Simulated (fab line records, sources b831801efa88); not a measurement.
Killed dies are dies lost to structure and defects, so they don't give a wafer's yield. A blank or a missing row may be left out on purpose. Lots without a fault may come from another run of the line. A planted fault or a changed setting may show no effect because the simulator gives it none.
A struck lot beside a sound one | flow sky130 | 15 steps out of a route of 708
Sound: wafers L144.1, L144.5, L144.6. Struck: wafer L163.3. (L163.2, L163.6 of the same lot were not struck and are left out.) The cause comes at the end.
At each step with rows: each side's tool, then ch and its chambers, then its first start. Under that, the readings that differ: sound wafers | struck wafers | difference of the means | sigmas: that difference in standard deviations of wafers without a fault.
alike: readings whose means differ by less than 2 such deviations, and words and numbers that are the same on both sides. not compared: withheld readings, readings that some wafer has no value for, bounds like >300 that may hide the same value, and numbers for which the record gives no deviation and whose values overlap.
The two part at a step that has a row with sigmas, a row that says differs or no value, or rows on one side only. Numbers that don't overlap but have no deviation are shown without sigmas and don't part them. A reading that every wafer of one side lacks parts them only if that side has two wafers or more.

SKY_VIA3_CD_MEAS_12: target cd 200 nm.
  sound on cd_sem-01, day 40 10:40; struck on cd_sem-01, day 45 06:10
  alike: cd_nm
SKY_VIA3_OVL_MEAS_13:
  sound on overlay-01, day 40 10:47; struck on overlay-01, day 45 06:16
  alike: VIA3_OVL
SKY_VIA3_ETCH_14: etches BARC in N2/H2, stops on SiO2, time 45.9 s, target depth 60 nm.
  sound on rie_diel-03 ch 0,2,3, day 40 10:49; struck on rie_diel-03 ch 1, day 45 06:17
  alike: drypump_motor_current_A, oes_product_au, throttle_valve_pct
  not compared: rf_hours_counter_h
SKY_VIA3_ETCH_15: etches SiO2 in C4F8/O2/Ar, stops on TiN, target depth 507 nm, time 78 s.
  sound on rie_diel-03 ch 0,2,3, day 40 10:52; struck on rie_diel-03 ch 1, day 45 06:20
  alike: oes_product_au
  not compared: rf_hours_counter_h
SKY_VIA3_STRIP_16: strips in O2/N2.
  sound on plasma_asher-03 ch 0,1, day 40 10:55; struck on plasma_asher-02 ch 1, day 45 06:24
  alike: drypump_motor_current_A, oes_product_au, strip_time_to_endpoint_s
  not compared: rf_hours_counter_h
then, 3 steps without rows for these wafers: SKY_VIA3_STRIP_17 (strips in post etch residue remover, time 1200 s); SKY_VIA3_CLEAN_18 (cleans in IPA, time 180 s); SKY_VIA3_CLEAN_19 (cleans in O3/DIW).
SKY_VIA3_SPUTTER_20: material TiN, target thk 20 nm, time 80 s.
  sound on pvd_sputter-01, day 40 11:32; struck on pvd_sputter-01, day 45 07:01
  alike: chamber_pressure_pa, throttle_valve_pct
then, 1 step without rows for these wafers: SKY_VIA3_CVD_21 (deposits W, target thk 390 nm, time 117.31 s).
SKY_VIA3_RS_MEAS_22: measures by four-point-probe.
  sound on film_metro-04, day 40 11:44; struck on film_metro-02, day 45 07:13
  reading            | sound             | struck | difference | sigmas
  VIA3_W_RS (ohm/sq) | 0.290 0.295 0.291 | 0.299  | +0.007     | +2
SKY_VIA3_THK_MEAS_23: measures by xrf.
  sound on film_metro-04, day 40 11:51; struck on film_metro-02, day 45 07:19
  alike: VIA3_W_THK
SKY_VIA3_CMP_24: polishes, stops on SiO2, t overpolish 20 s, target thk 0 nm.
  sound on cmp-01 ch 1,2, day 40 11:55; struck on cmp-01 ch 3, day 45 07:22
  reading                | sound                | struck | difference | sigmas
  motor_current_A (A)    | 11.1 10.6 11.3       | 14.4   | +3.4       | +2
  overpolish_run_s (s)   | 20.005 19.997 19.993 | 0.042  | -19.956    | -99 or more
  time_to_endpoint_s (s) | 100 96 99            | 147    | +49        | +14
SKY_METAL4_SPUTTER_00: material Ti, target thk 15 nm, time 10 s.
  the record has rows for the sound wafers here (pvd_sputter-01, day 40 12:13) and none for the struck ones
-- the record jumps here: 5 days lie between the struck wafers' starts before and after (it left off in module METAL4 and takes up again in module PAD_OPEN, whose first step shown is number 708 of the route) --
SKY_PAD_OPEN_PROBE_99:
  the record has rows for the struck wafers here (prober-02, day 50 08:35) and none for the sound ones

WHERE THEY PART
First at SKY_VIA3_RS_MEAS_22; last, within this record, at SKY_PAD_OPEN_PROBE_99.

WHY: what the simulator had put in
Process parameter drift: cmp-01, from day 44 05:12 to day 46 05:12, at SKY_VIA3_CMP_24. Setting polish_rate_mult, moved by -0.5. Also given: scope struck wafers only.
